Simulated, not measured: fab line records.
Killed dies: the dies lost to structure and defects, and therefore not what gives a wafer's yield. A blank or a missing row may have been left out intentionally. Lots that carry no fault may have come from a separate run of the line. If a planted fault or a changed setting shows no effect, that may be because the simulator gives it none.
A single fault, viewed from 2 desks + flow gf180mcu + numbers are kept per desk, each desk with only its own; the story behind them comes last

## DESK OF THE TOOL OWNER: litho_track-02
The tool's own readings at GF_HV_LDD_COAT_41 (resist thk 1000 nm): means of the sampled wafers that have a number, for each lot that ran on this tool. If a lot's mean is further than 4 standard deviations from the usual mean, the lot is out of limits and carries the mark OUT (the distance appears in the brackets).
Columns: A = spin_speed_rpm at GF_HV_LDD_COAT_41, usual 3000.2 rpm
| lot  | first seen here | A                        |
|------|-----------------|--------------------------|
| L960 | day 12 08:02    | 3001.1                   |
| L962 | day 13 04:59    | 3000.4                   |
| L966 | day 14 03:37    | 2998.5                   |
| L972 | day 16 02:38    | 3002.0                   |
| L971 | day 16 14:35    | 3001.0                   |
| L974 | day 16 21:50    | 2999.7                   |
| L975 | day 17 08:13    | 3306.1 (+99 or more) OUT |
| L976 | day 17 12:41    | 3305.3 (+99 or more) OUT |
This desk's verdict: out of limits on L975, L976, starting with L975 at day 17 08:13 (spin_speed_rpm at GF_HV_LDD_COAT_41). L960, L962, L966, L972, L971, L974 stayed within limits.

## METROLOGY DESK
Means of the sampled wafers that have a number, per lot and without regard to the tool the lot ran on: this is what the gauges read. If a lot's mean is further than 4 standard deviations from the usual mean, the lot is out of limits and carries the mark OUT (the distance appears in the brackets).
Columns: A = POLY_GATE_OXIDATION_THK at GF_POLY_GATE_THK_MEAS_17, usual 4.03 nm; B = HV_LDD_02_OVL at GF_HV_LDD_OVL_MEAS_32, usual 0.1 nm; C = cd_nm at GF_NSD_CD_MEAS_07, usual 400.6 nm
| lot  | first seen here | A    | B    | C     |
|------|-----------------|------|------|-------|
| L960 | day 9 14:52     | 4.13 | -0.1 | 404.1 |
| L962 | day 10 10:41    | 4.04 | -1.8 | 401.3 |
| L963 | day 10 17:16    | 4.08 | -0.1 | 399.6 |
| L964 | day 10 22:55    | 4.11 | -0.4 | 399.7 |
| L965 | day 10 22:55    | 4.06 | 0.8  | 402.3 |
| L966 | day 11 06:17    | 4.05 | 0.5  | 401.2 |
| L967 | day 11 19:01    | 4.12 | -0.4 | 401.2 |
| L970 | day 12 16:16    | 4.04 | -0.4 | 400.1 |
| L972 | day 13 00:45    | 3.94 | -0.4 | 399.8 |
| L971 | day 13 05:35    | 3.95 | -0.2 | 400.8 |
| L974 | day 13 18:08    | 3.87 | 0.8  | 396.2 |
| L975 | day 14 03:07    | 3.98 | -1.6 | 400.5 |
| L976 | day 14 07:51    | 3.91 | 1.8  | 398.4 |
Result from this desk: across the 13 lots, nothing is out of limits.

## BROUGHT TOGETHER
The tool owner's desk could have raised an alarm at day 17 08:13, on L975, L976.
Metrology desk: nothing out of limits seen.
The metrology desk holds a record of L975, L976, inside its limits.
Every lot named ran GF_HV_LDD_COAT_41 on litho_track-02.

## WHAT THE SIMULATOR HAD PUT IN
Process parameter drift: litho_track-02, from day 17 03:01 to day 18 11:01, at GF_HV_LDD_COAT_41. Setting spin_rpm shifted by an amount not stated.
Shown lots that were struck: L975, L976.
Delay in hours, fault start to first out-of-limits reading, by desk: the tool owner's desk at 5.
